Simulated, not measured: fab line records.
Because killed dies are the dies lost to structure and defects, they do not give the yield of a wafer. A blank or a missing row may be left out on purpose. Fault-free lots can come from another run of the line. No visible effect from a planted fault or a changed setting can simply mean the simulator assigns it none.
Chamber matching + flow sky130 + SKY_FIELD_ISO_ETCH_17 on rie si-02: 4 sister chambers
The step etches Si in HBr/Cl2/O2, target depth 342 nm, time 97.7 s. 8 wafers are shown with their chamber, then 9 later ones without.

WAFERS WITH THEIR CHAMBER
| wafer  | chamber | drypump motor current A (A) | oes product au (a.u.) |
|--------|---------|-----------------------------|-----------------------|
| L412.5 | 1       | 5.64                        | 1.004                 |
| L413.4 | 1       | 5.61                        | 0.996                 |
| L416.5 | 0       | 5.03                        | 1.024                 |
| L417.4 | 3       | 5.60                        | 0.993                 |
| L417.5 | 2       | 5.48                        | 0.997                 |
| L418.4 | 0       | 5.02                        | 1.018                 |
| L418.5 | 3       | 5.59                        | 1.000                 |
| L418.6 | 2       | 5.50                        | 1.006                 |

WAFERS MISSING THEIR CHAMBER
| wafer  | drypump motor current A (A) | oes product au (a.u.) |
|--------|-----------------------------|-----------------------|
| L426.4 | 5.05                        | 1.008                 |
| L426.5 | 5.47                        | 1.008                 |
| L426.6 | 5.62                        | 1.001                 |
| L430.1 | 5.60                        | 1.001                 |
| L430.2 | 5.49                        | 1.006                 |
| L430.3 | 5.02                        | 1.003                 |
| L431.3 | 5.59                        | 0.999                 |
| L431.4 | 5.03                        | 1.002                 |
| L431.5 | 5.47                        | 1.010                 |

WHICH CHAMBER EACH WENT THROUGH
| wafer  | from the rows above     | in truth |
|--------|-------------------------|----------|
| L426.4 | 0                       | 0        |
| L426.5 | 2                       | 2        |
| L426.6 | can't be placed: 1 or 3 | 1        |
| L430.1 | can't be placed: 3 or 1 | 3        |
| L430.2 | 2                       | 2        |
| L430.3 | 0                       | 0        |
| L431.3 | can't be placed: 3 or 1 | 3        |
| L431.4 | 0                       | 0        |
| L431.5 | 2                       | 2        |
Correctly placed: 6 of 9. These rows do not allow placing 3 (true chamber among the candidates in 3). 0 placed wrongly.
How it was worked out, from the rows above alone: a wafer's distance from a chamber is the root of the sum, over the readings, of the square of ((its reading less the chamber's mean) divided by the reading's scatter). If the next closest chamber is less than 2 further off than the closest, the wafer can't be placed; otherwise it belongs to the closest. The mean given for a chamber averages the wafers shown for that chamber. How the scatter is found: for the shown wafers, subtract from each reading the mean of its chamber, square and add these, divide the total by (wafers less chambers), then take the root.
